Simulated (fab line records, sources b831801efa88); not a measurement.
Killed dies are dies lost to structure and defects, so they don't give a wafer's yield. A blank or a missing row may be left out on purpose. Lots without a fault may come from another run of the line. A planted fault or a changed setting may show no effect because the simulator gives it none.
fab line records | flow gf180mcu
record lots=5 wafers=15 last_day=34
route steps=602 shown CONTACT@294 M1@315
lots that met no fault: from a run of the same line without faults
start_h: hours from the record's first day to the start of the lot's first wafer shown | wait_h: hours since the lot's step before | " the same as in the row above | L1.1+2: a row that stands for several wafers | - no value, or no start given | * or withheld: withheld | < > ~ a bound
route shown NAME@n: a module of which the file shows steps, and the number in the route of the first | usual: mean/standard deviation of fault-free wafers | same: alike in all rows | chamber/n: place in a boat | sites: the reading at each site | _std_site: their standard deviation | _edge_site: outer sites' mean less inner sites' | radius_mm: how far each site lies from the wafer's centre | mask NAME#n: copy n | behind: the tool/chamber that last shaped the wafer | hold: why the lot was held/for how many hours/how that ended | device: the transistor (n, p or np) that didn't switch | end of line: the same wafers' tests at the end of the route | a step without rows: its recipe alone | killed: dies lost to structure and defects at the first sort, not the wafer's yield | map: a wafer's dies, x killed, . not, _ none there
set.NAME: the setting as run; set.NAME@STEP: as run at that earlier step | model.NAME: the simulator's own value behind a step, which no gauge read
lots at some steps of the route; a table a step, a row a wafer
services: from which hour (start_h, from the record's first day; less than 0 if before it) a tool's chamber was out of use, for how many hours, and why
## steps
# step GF_CONTACT_HMDS_07
# recipe prime_time_s=60 prime_temp_c=120
# usual prime_temp_c=119.98/0.12
# columns lot.wafer tool chamber start_h wait_h prime_temp_c
L080.3 litho_track-03 0 402.69 0.1 119.95
L080.4 " 0 " " 120.00
L080.6 " 0 " " 120.01
L086.3 litho_track-03 0 457.24 0.1 120.13
L086.4 " 0 " " 120.08
L086.5 " 0 " " 119.94
L089.2 litho_track-04 0 482.63 0.1 119.94
L089.3 " 0 " " 120.04
L089.6 " 0 " " 120.01
L093.2 litho_track-04 0 516.23 0.1 119.92
L093.3 " 0 " " 120.22
L093.4 " 0 " " 120.02
L095.1 litho_track-03 0 538.49 0.1 119.96
L095.2 " 0 " " 119.94
L095.5 " 0 " " 119.92
# step GF_CONTACT_COAT_08
# recipe resist=BARC temp_c=withheld time_s=withheld spin_rpm=withheld resist_thk_nm=withheld
# columns lot.wafer tool chamber start_h wait_h
L080.3+4+6 litho_track-03 0 402.84 0.1
L086.3+4+5 litho_track-03 0 457.39 0.1
L089.2+3+6 litho_track-04 0 482.78 0.1
L093.2+3+4 litho_track-04 0 516.38 0.1
L095.1+2+5 litho_track-03 0 538.64 0.1
# step GF_CONTACT_COAT_09
# recipe resist=KrF spin_rpm=withheld resist_thk_nm=1000
# columns lot.wafer tool chamber start_h wait_h
L080.3+4+6 litho_track-03 0 - -
L086.3+4+5 litho_track-03 0 - -
L089.2+3+6 litho_track-04 0 - -
L093.2+3+4 litho_track-04 0 - -
L095.1+2+5 litho_track-03 0 - -
# step GF_CONTACT_SOFTBAKE_10
# recipe temp_c=130 time_s=60 resist=KrF
# columns lot.wafer tool chamber start_h wait_h
L080.3+4+6 litho_track-03 0 - -
L086.3+4+5 litho_track-03 0 - -
L089.2+3+6 litho_track-04 0 - -
L093.2+3+4 litho_track-04 0 - -
L095.1+2+5 litho_track-03 0 - -
# step GF_CONTACT_EXPOSE_11
# recipe mask_id=Contact target_cd_nm=220 na=0.68 source_shape=conventional sigma_outer=0.6 dose_mj=38
# columns lot.wafer tool chamber start_h wait_h mask
L080.3+4+6 krf_scanner-01 0 - - Contact#0
L086.3+4+5 krf_scanner-01 0 - - Contact#0
L089.2+3+6 krf_scanner-02 0 - - Contact#0
L093.2+3+4 krf_scanner-01 0 - - Contact#0
L095.1+2+5 krf_scanner-02 0 - - Contact#0
# step GF_CONTACT_PEB_12
# recipe peb_temp_c=135.9 peb_time_s=90 resist=KrF
# columns lot.wafer tool chamber start_h wait_h
L080.3+4+6 litho_track-03 0 - -
L086.3+4+5 litho_track-03 0 - -
L089.2+3+6 litho_track-04 0 - -
L093.2+3+4 litho_track-04 0 - -
L095.1+2+5 litho_track-04 0 - -
# step GF_CONTACT_DEVELOP_13
# recipe develop_time_s=60 resist=KrF dev_temp_c=21
# columns lot.wafer tool chamber start_h wait_h
L080.3+4+6 litho_track-03 0 414.64 0.1
L086.3+4+5 litho_track-03 0 470.04 0.1
L089.2+3+6 litho_track-04 0 494.98 0.2
L093.2+3+4 litho_track-04 0 527.83 0.2
L095.1+2+5 litho_track-04 0 549.61 0.2
# step GF_CONTACT_CD_MEAS_14
# recipe target_cd_nm=220
# usual cd_nm=219.9/1.3
# columns lot.wafer tool chamber start_h wait_h cd_nm
L080.3 cd_sem-01 - 414.78 0.1 220.8
L080.4 " - " " 221.1
L080.6 " - " " 221.1
L086.3 cd_sem-01 - 470.18 0.1 221.1
L086.4 " - " " 220.5
L086.5 " - " " 220.3
L089.2 cd_sem-01 - 495.13 0.1 221.6
L089.3 " - " " 222.1
L089.6 " - " " 222.0
L093.2 cd_sem-01 - 527.98 0.1 220.0
L093.3 " - " " 220.7
L093.4 " - " " 220.6
L095.1 cd_sem-01 - 549.76 0.1 218.5
L095.2 " - " " 220.2
L095.5 " - " " 219.2
# step GF_CONTACT_OVL_MEAS_15
# usual CONTACT_OVL=1/4.9
# columns lot.wafer tool chamber start_h wait_h CONTACT_OVL[nm]
L080.3 overlay-02 - 414.87 0.1 8
L080.4 " - " " -2
L080.6 " - " " -6
L086.3 overlay-02 - 470.27 0.1 -1
L086.4 " - " " 2
L086.5 " - " " 1
L089.2 overlay-01 - 495.23 0.1 7
L089.3 " - " " 7
L089.6 " - " " 0
L093.2 overlay-02 - 528.08 0.1 -3
L093.3 " - " " 1
L093.4 " - " " -3
L095.1 overlay-02 - 549.88 0.1 -5
L095.2 " - " " -6
L095.5 " - " " -3
# step GF_CONTACT_ETCH_16
# recipe chemistry=N2/H2 target_depth_a=withheld overetch_a=withheld time_s=withheld target=BARC ion_energy_ev=200 source_w=500 bias_w=100 pressure_mtorr=30 n2_flow_sccm=100 h2_flow_sccm=200
# usual drypump_motor_current_A=5.7/0.42 n2_flow_sccm=100.0/0.32 oes_product_au=0.855/0.0052 throttle_valve_pct=13.225/0.0087
# columns lot.wafer tool chamber start_h wait_h drypump_motor_current_A n2_flow_sccm oes_product_au throttle_valve_pct
L080.3 rie_diel-02 2 414.89 0.0 5.7 99.5 0.852 13.235
L080.4 " 1 " " 6.1 100.7 0.843 13.225
L080.6 " 0 " " 6.1 99.8 0.862 13.220
L086.3 rie_diel-02 2 470.29 0.0 5.7 100.3 0.849 13.227
L086.4 " 1 " " 6.1 99.4 0.850 13.219
L086.5 " 1 " " 6.1 99.8 0.859 13.228
L089.2 rie_diel-02 1 495.26 0.0 6.0 100.1 0.856 13.219
L089.3 " 2 " " 5.7 100.0 0.861 13.234
L089.6 " 1 " " 6.1 99.8 0.849 13.223
L093.2 rie_diel-04 2 528.11 0.0 6.0 99.5 0.853 13.218
L093.3 " 3 " " 6.4 100.0 0.852 13.219
L093.4 " 2 " " 6.0 100.1 0.860 13.234
L095.1 rie_diel-03 2 549.91 0.0 5.1 100.0 0.852 13.227
L095.2 " 3 " " 5.3 99.8 0.862 13.246
L095.5 " 1 " " 5.0 99.9 0.853 13.219
# step GF_CONTACT_ETCH_17
# recipe chemistry=C4F8/O2/Ar mask_material=KrF target=SiO2 stop_on=CoSi2 source_w=1500 bias_w=1200 pressure_mtorr=40 c4f8_flow_sccm=withheld O2_flow_sccm=6 Ar_flow_sccm=300 time_s=withheld target_depth_a=8600
# usual oes_product_au=0.815/0.0043
# columns lot.wafer tool chamber start_h wait_h oes_product_au
L080.3 rie_diel-02 2 - - 0.816
L080.4 " 1 " " 0.814
L080.6 " 0 " " 0.812
L086.3 rie_diel-02 2 - - 0.814
L086.4 " 1 " " 0.818
L086.5 " 1 " " 0.815
L089.2 rie_diel-02 1 - - 0.817
L089.3 " 2 " " 0.820
L089.6 " 1 " " 0.808
L093.2 rie_diel-04 2 - - 0.815
L093.3 " 3 " " 0.814
L093.4 " 2 " " 0.819
L095.1 rie_diel-03 2 - - 0.816
L095.2 " 3 " " 0.807
L095.5 " 1 " " 0.815
# step GF_CONTACT_STRIP_18
# recipe chemistry=O2/N2 power_w=1400 pressure_mtorr=1500 platen_temp_c=250 o2_flow_sccm=3000 n2_flow_sccm=300 overash_fraction=0.5
# usual drypump_motor_current_A=5.2/0.47 heater_power_w=336/32 n2_flow_sccm=300.0/0.83 oes_product_au=0.581/0.0047
# columns lot.wafer tool chamber start_h wait_h drypump_motor_current_A heater_power_w n2_flow_sccm oes_product_au rf_hours_counter_h
L080.3 plasma_asher-02 0 415.09 - 4.7 380 300.4 0.574 -
L080.4 " 1 " " 6.2 332 301.2 0.570 -
L080.6 " 1 " " 6.2 318 299.5 0.574 -
L086.3 plasma_asher-03 0 470.49 - 4.7 282 299.4 0.577 -
L086.4 " 1 " " 4.9 359 299.6 0.573 -
L086.5 " 1 " " 4.9 351 300.5 0.580 -
L089.2 plasma_asher-01 0 495.43 - 5.2 328 299.0 0.584 7
L089.3 " 0 " " 5.2 328 299.7 0.583 -
L089.6 " 1 " " 5.6 366 300.6 0.588 -
L093.2 plasma_asher-03 0 528.28 - 4.7 285 299.4 0.585 43
L093.3 " 0 " " 4.7 288 299.2 0.588 -
L093.4 " 1 " " 4.9 346 300.3 0.581 -
L095.1 plasma_asher-03 0 550.08 - 4.7 279 300.2 0.581 45
L095.2 " 1 " " 4.9 352 298.0 0.582 45
L095.5 " 0 " " 4.7 286 300.2 0.586 -
# step GF_CONTACT_CLEAN_19
# recipe chemistry=SPM
# columns lot.wafer tool chamber start_h wait_h
L080.3+4+6 wet_bench-03 1 415.16 0.0
L086.3+4+5 wet_bench-03 2 470.56 0.0
L089.2+3+6 wet_bench-02 3 495.53 0.1
L093.2+3+4 wet_bench-03 3 528.38 0.1
L095.1+2+5 wet_bench-01 2 550.18 0.1
# step GF_CONTACT_CLEAN_20
# recipe chemistry=DIW
# columns lot.wafer tool chamber start_h wait_h
L080.3+4+6 wet_bench-02 1 415.25 0.0
L086.3+4+5 wet_bench-01 2 470.65 0.0
L089.2+3+6 wet_bench-03 3 495.62 0.0
L093.2+3+4 wet_bench-01 1 528.49 0.0
L095.1+2+5 wet_bench-02 3 550.27 0.0
# step GF_CONTACT_CLEAN_21
# recipe chemistry=dHF time_s=20 dilution=100:1 dry=ipa_marangoni
# columns lot.wafer tool chamber start_h wait_h
L080.3+4+6 wet_bench-01 3 415.35 0.0
L086.3+4+5 wet_bench-03 1 470.74 0.0
L089.2+3+6 wet_bench-01 2 495.72 0.0
L093.2+3+4 wet_bench-02 3 528.58 0.0
L095.1+2+5 wet_bench-01 1 550.36 0.0
# step GF_CONTACT_SPUTTER_22
# recipe material=Ti target_thk_nm=15 chamber_pressure_pa=5 power_w=2500 substrate_temp_c=200 time_s=80.02
# usual throttle_valve_pct=30.1/1
# columns lot.wafer tool chamber start_h wait_h throttle_valve_pct
L080.3 pvd_sputter-02 - 415.36 0.0 29.4
L080.4 " - " " 29.2
L080.6 " - " " 29.4
L086.3 pvd_sputter-03 - 470.75 0.0 29.6
L086.4 " - " " 30.8
L086.5 " - " " 30.9
L089.2 pvd_sputter-03 - 495.73 0.0 30.1
L089.3 " - " " 29.3
L089.6 " - " " 29.8
L093.2 pvd_sputter-04 - 528.61 0.0 31.5
L093.3 " - " " 29.7
L093.4 " - " " 29.9
L095.1 pvd_sputter-03 - 550.37 0.0 29.9
L095.2 " - " " 29.4
L095.5 " - " " 30.6
# step GF_CONTACT_SPUTTER_23
# recipe material=TiN target_thk_nm=10 chamber_pressure_pa=5 power_w=4000 time_s=40
# usual throttle_valve_pct=30.1/1
# columns lot.wafer tool chamber start_h wait_h throttle_valve_pct
L080.3 pvd_sputter-02 - 415.42 0.0 29.5
L080.4 " - " " 29.3
L080.6 " - " " 29.6
L086.3 pvd_sputter-03 - 470.81 0.0 29.5
L086.4 " - " " 30.7
L086.5 " - " " 31.0
L089.2 pvd_sputter-03 - 495.79 0.0 29.8
L089.3 " - " " 29.3
L089.6 " - " " 29.7
L093.2 pvd_sputter-04 - 528.67 0.0 31.4
L093.3 " - " " 29.5
L093.4 " - " " 29.7
L095.1 pvd_sputter-03 - 550.44 0.0 29.8
L095.2 " - " " 29.5
L095.5 " - " " 30.5
# step GF_CONTACT_CVD_24
# recipe material=W target_thk_nm=300 time_s=90.339 temp_c=400 pressure_torr=40
# usual heater_power_w=881/55
# columns lot.wafer tool chamber start_h wait_h heater_power_w
L080.3 cvd_w-02 1 415.50 0.1 843
L080.4 " 0 " " 869
L080.6 " 1 " " 833
L086.3 cvd_w-02 1 470.89 0.1 842
L086.4 " 0 " " 862
L086.5 " 0 " " 861
L089.2 cvd_w-02 0 495.83 0.0 857
L089.3 " 0 " " 845
L089.6 " 1 " " 875
L093.2 cvd_w-01 1 528.71 0.0 839
L093.3 " 0 " " 968
L093.4 " 1 " " 857
L095.1 cvd_w-01 1 550.47 0.0 853
L095.2 " 0 " " 970
L095.5 " 0 " " 947
# step GF_CONTACT_RS_MEAS_25
# recipe thk_meas_gauge=four-point-probe reads=W_of_CONTACT_CVD_24+TiN_of_CONTACT_SPUTTER_23+Ti_of_CONTACT_SPUTTER_22
# usual CONTACT_W_RS=0.384/0.0041
# columns lot.wafer tool chamber start_h wait_h CONTACT_W_RS[ohm/sq]
L080.3 film_metro-04 - 415.60 0.1 0.387
L080.4 " - " " 0.385
L080.6 " - " " 0.385
L086.3 film_metro-03 - 470.99 0.1 0.376
L086.4 " - " " 0.379
L086.5 " - " " 0.380
L089.2 film_metro-03 - 495.95 0.1 0.385
L089.3 " - " " 0.387
L089.6 " - " " 0.382
L093.2 film_metro-04 - 528.83 0.1 0.381
L093.3 " - " " 0.385
L093.4 " - " " 0.384
L095.1 film_metro-03 - 550.57 0.1 0.381
L095.2 " - " " 0.382
L095.5 " - " " 0.387
# step GF_CONTACT_THK_MEAS_26
# recipe thk_meas_gauge=xrf reads=W_of_CONTACT_CVD_24
# usual CONTACT_W_THK=306/4.8
# columns lot.wafer tool chamber start_h wait_h CONTACT_W_THK[nm]
L080.3 film_metro-04 - 415.70 0.1 303
L080.4 " - " " 303
L080.6 " - " " 304
L086.3 film_metro-03 - 471.09 0.1 311
L086.4 " - " " 312
L086.5 " - " " 311
L089.2 film_metro-03 - 496.06 0.1 307
L089.3 " - " " 306
L089.6 " - " " 309
L093.2 film_metro-04 - 528.94 0.1 311
L093.3 " - " " 305
L093.4 " - " " 307
L095.1 film_metro-03 - 550.69 0.1 309
L095.2 " - " " 308
L095.5 " - " " 306
# step GF_CONTACT_CMP_27
# recipe stop_on=SiO2 down_force_psi=3.5 platen_rpm=60 t_overpolish_s=15 target_thk_nm=0 pad_velocity_m_s=0.94248
# usual head_pressure_psi=3.500/0.0082 motor_current_A=12.0/0.94 overpolish_run_s=14.999/0.011 slurry_filter_dp_kPa=13.49/0.12 time_to_endpoint_s=74.0/3
# columns lot.wafer tool chamber start_h wait_h head_pressure_psi motor_current_A overpolish_run_s slurry_filter_dp_kPa time_to_endpoint_s
L080.3 cmp-02 1 415.79 0.1 3.510 10.9 14.995 13.40 73.5
L080.4 " 2 " " 3.493 13.1 14.998 13.62 72.3
L080.6 " 0 " " 3.494 10.8 15.006 13.60 72.5
L086.3 cmp-02 3 471.13 0.0 3.489 11.0 14.998 13.69 75.1
L086.4 " 0 " " 3.493 11.2 15.007 13.49 75.3
L086.5 " 0 " " 3.493 11.0 15.005 13.58 72.9
L089.3 cmp-02 3 496.11 0.0 3.507 10.3 15.016 13.56 73.0
L089.2 " 1 " " 3.490 10.2 14.999 13.66 76.7
L089.6 " 0 " " 3.495 11.4 15.001 13.48 77.4
L093.4 cmp-02 2 529.04 0.1 3.502 12.3 15.006 13.66 72.5
L093.3 " 3 " " 3.517 11.1 15.005 13.77 74.6
L093.2 " 0 " " 3.495 10.6 14.998 13.37 75.1
L095.2 cmp-01 2 550.95 0.2 3.498 11.1 14.992 13.53 75.3
L095.1 " 3 " " 3.488 11.6 14.987 13.47 69.5
L095.5 " 3 " " 3.494 11.9 15.000 13.59 69.4
# step GF_M1_SPUTTER_00
# recipe material=Ti target_thk_nm=37.5 arriving_ion_energy_ev=80 substrate_temp_c=200 chamber_pressure_pa=2 power_w=4000 time_s=150
# usual throttle_valve_pct=31.0/1
# columns lot.wafer tool chamber start_h wait_h throttle_valve_pct
L080.3 pvd_sputter-04 - 416.04 0.2 31.6
L080.4 " - " " 29.8
L080.6 " - " " 31.7
L086.3 pvd_sputter-01 - 471.43 0.2 31.3
L086.4 " - " " 29.9
L086.5 " - " " 33.0
L089.2 pvd_sputter-01 - 496.41 0.1 30.1
L089.3 " - " " 30.5
L089.6 " - " " 30.0
L093.2 pvd_sputter-03 - 529.29 0.1 29.8
L093.3 " - " " 31.6
L093.4 " - " " 29.4
L095.1 pvd_sputter-01 - 551.25 0.2 30.8
L095.2 " - " " 32.9
L095.5 " - " " 33.0
# step GF_M1_SPUTTER_01
# recipe material=TiN target_thk_nm=30 power_w=6500 time_s=25 chamber_pressure_pa=0.4
# usual throttle_valve_pct=31.0/1
# columns lot.wafer tool chamber start_h wait_h throttle_valve_pct
L080.3 pvd_sputter-04 - 416.14 0.1 31.5
L080.4 " - " " 30.1
L080.6 " - " " 31.9
L086.3 pvd_sputter-01 - 471.53 0.1 31.5
L086.4 " - " " 30.2
L086.5 " - " " 32.9
L089.2 pvd_sputter-01 - 496.51 0.1 30.3
L089.3 " - " " 30.4
L089.6 " - " " 30.1
L093.2 pvd_sputter-03 - 529.40 0.1 29.8
L093.3 " - " " 31.4
L093.4 " - " " 29.2
L095.1 pvd_sputter-01 - 551.35 0.1 30.5
L095.2 " - " " 33.0
L095.5 " - " " 33.0
# step GF_M1_SPUTTER_02
# recipe material=AlCu target_thk_nm=450 power_w=10600 time_s=23.9 chamber_pressure_pa=0.4
# usual throttle_valve_pct=31.0/1
# columns lot.wafer tool chamber start_h wait_h throttle_valve_pct
L080.3 pvd_sputter-04 - 416.17 0.0 31.8
L080.4 " - " " 29.9
L080.6 " - " " 32.1
L086.3 pvd_sputter-01 - 471.56 0.0 31.2
L086.4 " - " " 30.2
L086.5 " - " " 33.1
L089.2 pvd_sputter-01 - 496.54 0.0 30.2
L089.3 " - " " 30.5
L089.6 " - " " 30.2
L093.2 pvd_sputter-03 - 529.44 0.0 29.7
L093.3 " - " " 31.8
L093.4 " - " " 29.5
L095.1 pvd_sputter-01 - 551.38 0.0 30.7
L095.2 " - " " 33.0
L095.5 " - " " 33.1
# step GF_M1_SPUTTER_03
# recipe material=Ti target_thk_nm=10 substrate_temp_c=300 chamber_pressure_pa=0.3 power_w=3000 time_s=6.7
# usual throttle_valve_pct=31.0/1
# columns lot.wafer tool chamber start_h wait_h throttle_valve_pct
L080.3 pvd_sputter-04 - 416.20 0.0 31.7
L080.4 " - " " 29.7
L080.6 " - " " 31.9
L086.3 pvd_sputter-01 - 471.59 0.0 31.3
L086.4 " - " " 30.4
L086.5 " - " " 32.9
L089.2 pvd_sputter-01 - 496.57 0.0 30.0
L089.3 " - " " 30.7
L089.6 " - " " 30.3
L093.2 pvd_sputter-03 - 529.47 0.0 29.8
L093.3 " - " " 31.4
L093.4 " - " " 29.8
L095.1 pvd_sputter-01 - 551.41 0.0 30.6
L095.2 " - " " 33.2
L095.5 " - " " 32.9
# step GF_M1_SPUTTER_04
# recipe material=TiN target_thk_nm=50 power_w=6500 time_s=41.7 chamber_pressure_pa=0.4
# usual throttle_valve_pct=31.0/1
# columns lot.wafer tool chamber start_h wait_h throttle_valve_pct
L080.3 pvd_sputter-04 - 416.22 0.0 31.6
L080.4 " - " " 29.9
L080.6 " - " " 31.8
L086.3 pvd_sputter-01 - 471.61 0.0 31.4
L086.4 " - " " 30.4
L086.5 " - " " 32.8
L089.2 pvd_sputter-01 - 496.59 0.0 30.0
L089.3 " - " " 30.5
L089.6 " - " " 30.1
L093.2 pvd_sputter-03 - 529.49 0.0 29.8
L093.3 " - " " 31.7
L093.4 " - " " 29.5
L095.1 pvd_sputter-01 - 551.43 0.0 30.6
L095.2 " - " " 33.1
L095.5 " - " " 33.0
# step GF_M1_RS_MEAS_05
# recipe thk_meas_gauge=four-point-probe reads=TiN_of_M1_SPUTTER_04+Ti_of_M1_SPUTTER_03+AlCu_of_M1_SPUTTER_02+TiN_of_M1_SPUTTER_01+Ti_of_M1_SPUTTER_00
# usual M1_ALCU_RS=0.0695/0.00065
# columns lot.wafer tool chamber start_h wait_h M1_ALCU_RS[ohm/sq]
L080.3 film_metro-01 - 416.30 0.1 0.0699
L080.4 " - " " 0.0696
L080.6 " - " " 0.0705
L086.3 film_metro-04 - 471.69 0.1 0.0700
L086.4 " - " " 0.0700
L086.5 " - " " 0.0694
L089.2 film_metro-02 - 496.65 0.0 0.0694
L089.3 " - " " 0.0691
L089.6 " - " " 0.0696
L093.2 film_metro-02 - 529.56 0.0 0.0697
L093.3 " - " " 0.0697
L093.4 " - " " 0.0700
L095.1 film_metro-02 - 551.47 0.0 0.0696
L095.2 " - " " 0.0698
L095.5 " - " " 0.0700
# step GF_M1_THK_MEAS_06
# recipe thk_meas_gauge=xrf reads=AlCu_of_M1_SPUTTER_02
# usual M1_ALCU_THK=456/4.6
# columns lot.wafer tool chamber start_h wait_h M1_ALCU_THK[nm]
L080.3 film_metro-01 - 416.40 0.1 455
L080.4 " - " " 456
L080.6 " - " " 451
L086.3 film_metro-04 - 471.79 0.1 453
L086.4 " - " " 452
L086.5 " - " " 457
L089.2 film_metro-02 - 496.76 0.1 457
L089.3 " - " " 460
L089.6 " - " " 459
L093.2 film_metro-02 - 529.67 0.1 455
L093.3 " - " " 455
L093.4 " - " " 455
L095.1 film_metro-02 - 551.59 0.1 457
L095.2 " - " " 455
L095.5 " - " " 453
# step GF_M1_DEHYDRATE_07
# recipe temp_c=200 time_s=60
# columns lot.wafer tool chamber start_h wait_h
L080.3+4+6 litho_track-04 0 428.16 11.7
L086.3+4+5 litho_track-04 0 483.26 11.5
L089.2+3+6 litho_track-01 0 507.77 11.0
L093.2+3+4 litho_track-02 0 540.43 10.8
L095.1+2+5 litho_track-04 0 561.86 10.3
# step GF_M1_HMDS_08
# recipe prime_time_s=60 prime_temp_c=120
# usual prime_temp_c=120.03/0.15
# columns lot.wafer tool chamber start_h wait_h prime_temp_c
L080.3 litho_track-04 0 428.31 0.1 120.00
L080.4 " 0 " " 120.06
L080.6 " 0 " " 120.13
L086.3 litho_track-04 0 483.41 0.1 120.13
L086.4 " 0 " " 120.04
L086.5 " 0 " " 120.00
L089.2 litho_track-01 0 507.92 0.1 120.00
L089.3 " 0 " " 119.89
L089.6 " 0 " " 119.83
L093.2 litho_track-02 0 540.58 0.1 120.00
L093.3 " 0 " " 119.85
L093.4 " 0 " " 119.90
L095.1 litho_track-04 0 562.01 0.1 120.20
L095.2 " 0 " " 120.39
L095.5 " 0 " " 120.30
# step GF_M1_COAT_09
# recipe resist=KrF spin_rpm=withheld resist_thk_nm=1000
# columns lot.wafer tool chamber start_h wait_h
L080.3+4+6 litho_track-04 0 428.46 0.1
L086.3+4+5 litho_track-04 0 483.56 0.1
L089.2+3+6 litho_track-01 0 508.07 0.1
L093.2+3+4 litho_track-02 0 540.73 0.1
L095.1+2+5 litho_track-04 0 562.16 0.1
# step GF_M1_SOFTBAKE_10
# recipe temp_c=130 time_s=60 resist=KrF
# columns lot.wafer tool chamber start_h wait_h
L080.3+4+6 litho_track-04 0 428.61 0.1
L086.3+4+5 litho_track-04 0 483.71 0.1
L089.2+3+6 litho_track-01 0 508.22 0.1
L093.2+3+4 litho_track-02 0 540.88 0.1
L095.1+2+5 litho_track-04 0 562.31 0.1
# step GF_M1_EXPOSE_11
# recipe mask_id=Metal1 target_cd_nm=230 na=0.68 source_shape=conventional sigma_outer=0.6 dose_mj=28
# columns lot.wafer tool chamber start_h wait_h mask
L080.3+4+6 krf_scanner-01 0 - - Metal1#0
L086.3+4+5 krf_scanner-02 0 - - Metal1#0
L089.2+3+6 krf_scanner-01 0 - - Metal1#0
L093.2+3+4 krf_scanner-02 0 - - Metal1#0
L095.1+2+5 krf_scanner-01 0 - - Metal1#0
# step GF_M1_PEB_12
# recipe peb_temp_c=135 peb_time_s=90 resist=KrF
# columns lot.wafer tool chamber start_h wait_h
L080.3+4+6 litho_track-01 0 - -
L086.3+4+5 litho_track-04 0 - -
L089.2+3+6 litho_track-02 0 - -
L093.2+3+4 litho_track-02 0 - -
L095.1+2+5 litho_track-04 0 - -
# step GF_M1_DEVELOP_13
# recipe develop_time_s=60 dev_temp_c=21
# columns lot.wafer tool chamber start_h wait_h
L080.3+4+6 litho_track-01 0 440.74 0.1
L086.3+4+5 litho_track-04 0 495.36 0.1
L089.2+3+6 litho_track-02 0 519.73 0.2
L093.2+3+4 litho_track-02 0 552.03 0.2
L095.1+2+5 litho_track-04 0 572.76 0.2
# step GF_M1_CD_MEAS_14
# recipe target_cd_nm=230
# usual cd_nm=229.8/1
# columns lot.wafer tool chamber start_h wait_h cd_nm
L080.3 cd_sem-02 - 440.88 0.1 229.7
L080.4 " - " " 230.7
L080.6 " - " " 230.0
L086.3 cd_sem-02 - 495.50 0.1 229.4
L086.4 " - " " 228.7
L086.5 " - " " 229.1
L089.2 cd_sem-01 - 519.88 0.1 230.1
L089.3 " - " " 230.2
L089.6 " - " " 230.2
L093.2 cd_sem-02 - 552.18 0.1 229.6
L093.3 " - " " 229.4
L093.4 " - " " 230.4
L095.1 cd_sem-02 - 572.91 0.1 229.3
L095.2 " - " " 229.3
L095.5 " - " " 227.7
# step GF_M1_OVL_MEAS_15
# usual M1_OVL=1/6.5
# columns lot.wafer tool chamber start_h wait_h M1_OVL[nm]
L080.3 overlay-01 - 440.97 0.1 15
L080.4 " - " " 1
L080.6 " - " " 7
L086.3 overlay-02 - 495.59 0.1 5
L086.4 " - " " -7
L086.5 " - " " 8
L089.2 overlay-02 - 519.98 0.1 -4
L089.3 " - " " -5
L089.6 " - " " -4
L093.2 overlay-01 - 552.28 0.1 11
L093.3 " - " " 5
L093.4 " - " " 8
L095.1 overlay-01 - 573.03 0.1 -2
L095.2 " - " " 2
L095.5 " - " " 2
# step GF_M1_METAL_ETCH_16
# recipe chemistry=Cl2/BCl3 mask_material=KrF target_depth_nm=750.8 stop_on=SiO2 pressure_mtorr=8 icp_w=800 bias_w=140 Cl2_flow_sccm=80 bcl3_flow_sccm=40 time_s=125.1
# usual drypump_motor_current_A=5.7/0.36 oes_product_au=0.991/0.0053 throttle_valve_pct=28.229/0.0099
# columns lot.wafer tool chamber start_h wait_h drypump_motor_current_A oes_product_au rf_hours_counter_h throttle_valve_pct
L080.3 rie_metal-03 0 441.04 0.1 5.7 0.995 - 28.224
L080.4 " 1 " " 5.3 0.993 - 28.235
L080.6 " 0 " " 5.7 0.990 - 28.214
L086.3 rie_metal-02 0 495.66 0.1 5.3 0.988 - 28.227
L086.4 " 1 " " 5.5 0.999 - 28.217
L086.5 " 0 " " 5.3 0.995 - 28.228
L089.2 rie_metal-01 1 520.01 0.0 6.2 0.989 4 28.230
L089.3 " 0 " " 6.2 0.989 - 28.220
L089.6 " 0 " " 6.2 0.984 - 28.248
L093.2 rie_metal-03 1 552.31 0.0 5.3 0.989 3 28.228
L093.3 " 0 " " 5.7 0.995 - 28.217
L093.4 " 1 " " 5.3 0.988 - 28.227
L095.1 rie_metal-02 0 573.06 0.0 5.3 0.995 3 28.218
L095.2 " 1 " " 5.6 1.001 5 28.217
L095.5 " 1 " " 5.6 0.991 - 28.200
# step GF_M1_STRIP_17
# recipe chemistry=O2/N2 power_w=1400 pressure_mtorr=1500 platen_temp_c=250 o2_flow_sccm=3000 n2_flow_sccm=300 overash_fraction=0.5
# usual drypump_motor_current_A=5.3/0.63 heater_power_w=344/33 n2_flow_sccm=299.9/0.93 oes_product_au=0.538/0.0049 strip_time_to_endpoint_s=7.39/0.042
# columns lot.wafer tool chamber start_h wait_h drypump_motor_current_A heater_power_w n2_flow_sccm oes_product_au rf_hours_counter_h strip_time_to_endpoint_s
L080.3 plasma_asher-03 1 441.16 0.1 4.9 356 299.5 0.536 - 7.32
L080.4 " 0 " " 4.7 284 300.3 0.548 - 7.35
L080.6 " 1 " " 4.9 366 300.1 0.538 - 7.39
L086.3 plasma_asher-02 0 495.78 0.1 4.7 367 299.6 0.543 - 7.40
L086.4 " 1 " " 6.2 336 300.1 0.540 - 7.33
L086.5 " 1 " " 6.2 323 300.1 0.538 - 7.39
L089.2 plasma_asher-03 1 520.14 0.1 4.9 349 299.3 0.537 42 7.40
L089.3 " 0 " " 4.7 279 300.3 0.538 - 7.33
L089.6 " 1 " " 4.9 349 299.5 0.529 - 7.34
L093.2 plasma_asher-04 0 552.44 0.1 5.1 360 300.6 0.535 90 7.42
L093.3 " 0 " " 5.1 359 299.7 0.537 - 7.44
L093.4 " 1 " " 6.1 370 300.3 0.539 - 7.39
L095.1 plasma_asher-03 1 573.19 0.1 4.9 340 299.1 0.536 47 7.38
L095.2 " 0 " " 4.7 281 299.3 0.539 47 7.30
L095.5 " 0 " " 4.7 281 299.7 0.539 - 7.34
## services
# columns tool chamber start_h hours kind
cvd_w-02 - 390.00 14.0 pm
cmp-02 - 392.27 1.2 repair
krf_scanner-02 - 420.88 3.6 pm
rie_diel-02 0 424.74 20.9 repair
krf_scanner-02 - 435.33 1.3 pm
rie_metal-03 - 448.29 1.4 pm
plasma_asher-02 - 448.34 2.1 repair
rie_metal-03 - 449.83 14.6 pm
krf_scanner-01 - 453.93 1.3 pm
krf_scanner-02 - 459.31 1.0 pm
rie_diel-02 1 496.07 2.6 repair
krf_scanner-02 - 499.25 0.8 pm
cmp-02 - 506.22 1.9 repair
pvd_sputter-04 - 506.25 0.7 repair
krf_scanner-01 - 515.00 1.0 pm
cvd_w-02 - 535.40 19.0 repair
krf_scanner-01 - 537.99 0.8 pm
wet_bench-03 - 545.69 7.2 repair
rie_diel-02 - 546.13 1.8 repair
cmp-02 - 550.44 9.5 pm
rie_diel-02 - 555.98 2.8 pm
krf_scanner-02 - 563.82 4.0 pm
krf_scanner-02 - 570.58 0.9 repair
cmp-02 - 572.27 4.0 pm
## key
fault none
